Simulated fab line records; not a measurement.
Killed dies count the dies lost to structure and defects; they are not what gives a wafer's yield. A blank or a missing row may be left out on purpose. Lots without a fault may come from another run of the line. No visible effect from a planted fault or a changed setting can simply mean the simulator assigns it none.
A lot that was struck, set against a sound lot | flow sky130 | 31 out of 708 route steps
Sound: these wafers, L312.1, L312.2, L312.4. Struck: wafers L310.2, L310.5, L310.6. The cause is given at the end.
Order at every step that has rows: each side's tool, ch and its chambers, its first start. Under that, the readings that differ: sound wafers | struck wafers | difference of the means | sigmas: that difference in standard deviations of wafers without a fault.
alike: words and numbers the same on both sides, and readings whose means are apart by under 2 such deviations; not compared: readings that were withheld, readings missing a value for some wafer, numbers with overlapping values and no deviation given by the record, and bounds like >300 which may hide the same value.
Wherever a step has rows on one side only, a row that says differs or no value, or a row with sigmas, the two part there. When numbers do not overlap yet have no deviation, they are printed without sigmas and do not part them. A reading that every wafer of one side lacks parts them only if that side has two wafers or more.

first, 1 step without rows for these wafers: SKY_NWELL_IMPLANT_13.
SKY_NWELL_STRIP_14: strips in O2/N2.
  sound on plasmaAsher-04 ch 0,1, day 6 16:28; struck on plasmaAsher-03 ch 0,1, day 6 01:01
  alike: chamberPressureMTorr, drypumpMotorCurrentA, o2FlowSccm, oesProductAu, stripTimeToEndpointS
  not compared: rfHoursCounterH
SKY_NWELL_TW_MEAS_15:
  sound on filmMetro-02, day 6 16:34; struck on filmMetro-01, day 6 01:08
  alike: NWELL_TW
then, 7 steps without rows for these wafers: SKY_NWELL_DEHYDRATE_16 (time 60 s); SKY_NWELL_HMDS_17 (prime time 60 s); SKY_NWELL_COAT_18 (resist thk 3000 nm); SKY_NWELL_SOFTBAKE_19; SKY_NWELL_EXPOSE_20 (exposes mask NWM COMPLEMENT, target cd 840 nm); SKY_NWELL_PEB_21; SKY_NWELL_DEVELOP_22 (develop time 60 s).
SKY_NWELL_OVL_MEAS_23:
  sound on overlay-01, day 7 11:45; struck on overlay-01, day 6 18:49
  alike: NWELL_01_OVL
next, for these wafers, 1 step has no rows: SKY_NWELL_IMPLANT_24.
SKY_NWELL_STRIP_25: strips in O2/N2.
  sound on plasmaAsher-01 ch 0,1, day 7 11:56; struck on plasmaAsher-03 ch 0,1, day 6 19:00
  no value came back on the struck wafers for any of 5 readings (chamberPressureMTorr (mTorr), drypumpMotorCurrentA (A) and others); on the sound wafers chamberPressureMTorr (mTorr) reads 1499.5 1500.0 1502.3
reading                                | sound | struck         | difference | sigmas
model.coat_of_NWELL_COAT_18.thkNm (nm) | 0 0 0 | 2988 2991 2995 | +2991      | 
  not compared: rfHoursCounterH
SKY_NWELL_TW_MEAS_26:
  sound on filmMetro-02, day 7 12:02; struck on filmMetro-01, day 6 19:07
  alike: NWELL_2_TW
then, 1 step without rows for these wafers: SKY_NWELL_CLEAN_27 (cleans in SC1/SC2, time 150 s).
SKY_NWELL_RTA_28: time 30 s.
  sound on rtpAnneal-02 ch 0, day 7 12:09; struck on rtpAnneal-01 ch 0, day 6 19:14
  alike: lampPowerPct, wafer_temp_C_max
SKY_NWELL_RS_MEAS_29: measures by four-point-probe.
  sound on filmMetro-03, day 7 12:15; struck on filmMetro-02, day 6 19:20
  alike: NWELL_RS
SKY_NWELL_RS_MEAS_31: measures by four-point-probe.
  sound on filmMetro-03, day 7 12:29; struck on filmMetro-02, day 6 19:34
  alike: PWDE_RS
then, 7 steps without rows for these wafers: SKY_VT_ADJUST_HVTP_DEHYDRATE_00 (time 60 s); SKY_VT_ADJUST_HVTP_HMDS_01 (prime time 60 s); SKY_VT_ADJUST_HVTP_COAT_02 (resist thk 1140 nm); SKY_VT_ADJUST_HVTP_SOFTBAKE_03 (time 60 s); SKY_VT_ADJUST_HVTP_EXPOSE_04 (exposes mask HVTPM, target cd 380 nm); SKY_VT_ADJUST_HVTP_PEB_05; SKY_VT_ADJUST_HVTP_DEVELOP_06 (develop time 60 s).
SKY_VT_ADJUST_HVTP_CD_MEAS_07: the cd target is 380 nm.
  sound on cdSem-01, day 8 08:11; struck on cdSem-01, day 7 14:20
  alike: cdNm
SKY_VT_ADJUST_HVTP_OVL_MEAS_08:
  sound on overlay-02, day 8 08:18; struck on overlay-02, day 7 14:26
  alike: VT_ADJUST_HVTP_OVL
next, for these wafers, 1 step has no rows: SKY_VT_ADJUST_HVTP_IMPLANT_09.
SKY_VT_ADJUST_HVTP_STRIP_10: strips in O2/N2.
  sound on plasmaAsher-02 ch 0,1, day 8 08:29; struck on plasmaAsher-02 ch 0,1, day 7 14:37
reading                  | sound             | struck            | difference | sigmas
oesProductAu (a.u.)      | 0.713 0.712 0.711 | 0.724 0.726 0.727 | +0.014     | +3
stripTimeToEndpointS (s) | 14.19 14.19 14.21 | 58.57 58.61 58.62 | +44.40     | +99 or more
  alike: chamberPressureMTorr, drypumpMotorCurrentA, o2FlowSccm
  not compared: rfHoursCounterH
SKY_VT_ADJUST_HVTP_TW_MEAS_11:
  sound on filmMetro-03, day 8 08:35; struck on filmMetro-02, day 7 14:44
reading           | sound          | struck   | difference | sigmas
VT_ADJUST_HVTP_TW | 1335 1335 1344 | 30 30 30 | -1308      | -99 or more
then, 1 step without rows for these wafers: SKY_VT_ADJUST_LVTN_DEHYDRATE_00 (time 60 s).

WHERE THEY PART
Last at SKY_VT_ADJUST_HVTP_TW_MEAS_11 as far as this record goes, first at SKY_NWELL_STRIP_25.

WHY: the cause the simulator had injected
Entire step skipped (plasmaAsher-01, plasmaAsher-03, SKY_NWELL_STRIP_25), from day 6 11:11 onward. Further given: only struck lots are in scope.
